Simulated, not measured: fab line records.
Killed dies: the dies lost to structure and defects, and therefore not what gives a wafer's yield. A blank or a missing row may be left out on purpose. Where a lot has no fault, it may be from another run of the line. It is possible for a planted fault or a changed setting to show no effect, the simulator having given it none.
The same fault as seen by 2 desks | flow gf180mcu | each desk holds nothing but its own numbers, with what lay behind them at the end

FOR THE TOOL OWNER'S DESK: implanter-02
The tool's own readings at GF_VT_IMPLANT_IMPLANT_08: means of the sampled wafers that have a number, for each lot that ran on this tool. The brackets show how far a lot's mean lies from the usual mean; more than 4 standard deviations puts the lot out of limits, marked OUT.
Columns: A = beam_energy_keV at GF_VT_IMPLANT_IMPLANT_08, usual 20.000; B = beam_on_s at GF_VT_IMPLANT_IMPLANT_08, usual 9.97 s
lot  | first seen here | A                        | B
L421 | day 6 10:10     | 20.000                   | 10.04
L426 | day 7 15:52     | 20.008                   | 9.71
L431 | day 8 22:31     | 25.870 (+99 or more) OUT | 10.03
L433 | day 9 13:00     | 25.866 (+99 or more) OUT | 9.92
This desk's finding: out of limits on L431, L433; first on L431, day 8 22:31 (beam_energy_keV at GF_VT_IMPLANT_IMPLANT_08). In limits: L421, L426.

FROM THE METROLOGY DESK
Lot by lot, what the gauges showed, no matter which tool ran the lot: averages of those sampled wafers that carry a number. The brackets show how far a lot's mean lies from the usual mean; more than 4 standard deviations puts the lot out of limits, marked OUT.
Columns: A = LVPWELL_OVL at GF_LVPWELL_OVL_MEAS_07, usual -0.5 nm; B = VT_IMPLANT_TW at GF_VT_IMPLANT_TW_MEAS_10, usual 564; C = DUAL_GATE_OVL at GF_DUAL_GATE_OVL_MEAS_11, usual -0.7 nm
lot  | first seen here | A    | B              | C
L419 | day 4 02:10     | -0.3 | 561            | -1.7
L420 | day 4 07:01     | -0.1 | 561            | 0.9
L421 | day 4 13:22     | -2.0 | 560            | -2.2
L422 | day 4 18:46     | 0.7  | 560            | 0.2
L426 | day 5 16:32     | 0.4  | 562            | -1.1
L428 | day 6 03:49     | 0.6  | 558            | -0.8
L431 | day 6 21:40     | -1.5 | 598 (+5.7) OUT | -0.7
L433 | day 7 10:53     | 0.8  | 604 (+6.7) OUT | -0.1
L434 | day 7 13:45     | -0.0 | 562            | -3.1
L436 | day 8 01:33     | 0.6  | 574            | -0.9
L438 | day 8 12:51     | -0.2 | 562            | -0.9
L439 | day 8 20:08     | -1.4 | 564            | -0.6
L441 | day 9 06:43     | -0.8 | 579            | -1.0
Per this desk, out of limits: L431, L433; the first was L431, day 8 22:46 (VT_IMPLANT_TW at GF_VT_IMPLANT_TW_MEAS_10). In limits: L419, L420, L421, L422, L426, L428, L434, L436, L438, L439, L441.

PUT TOGETHER
The tool owner's desk could have raised an alarm at day 8 22:31, on L431, L433.
At day 8 22:46 the metrology desk could have sounded an alarm, on L431, L433.
GF_VT_IMPLANT_IMPLANT_08 was run on implanter-02 by each of the lots named.

WHAT HAD BEEN PUT IN BY THE SIMULATOR
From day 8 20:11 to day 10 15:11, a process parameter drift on implanter-02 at GF_VT_IMPLANT_IMPLANT_08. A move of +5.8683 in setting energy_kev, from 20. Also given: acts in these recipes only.
Struck lots among those shown: L431, L433.
Counting hours from when the fault started, the first reading out of limits came at 2 for the tool owner's desk and at 3 for the metrology desk.
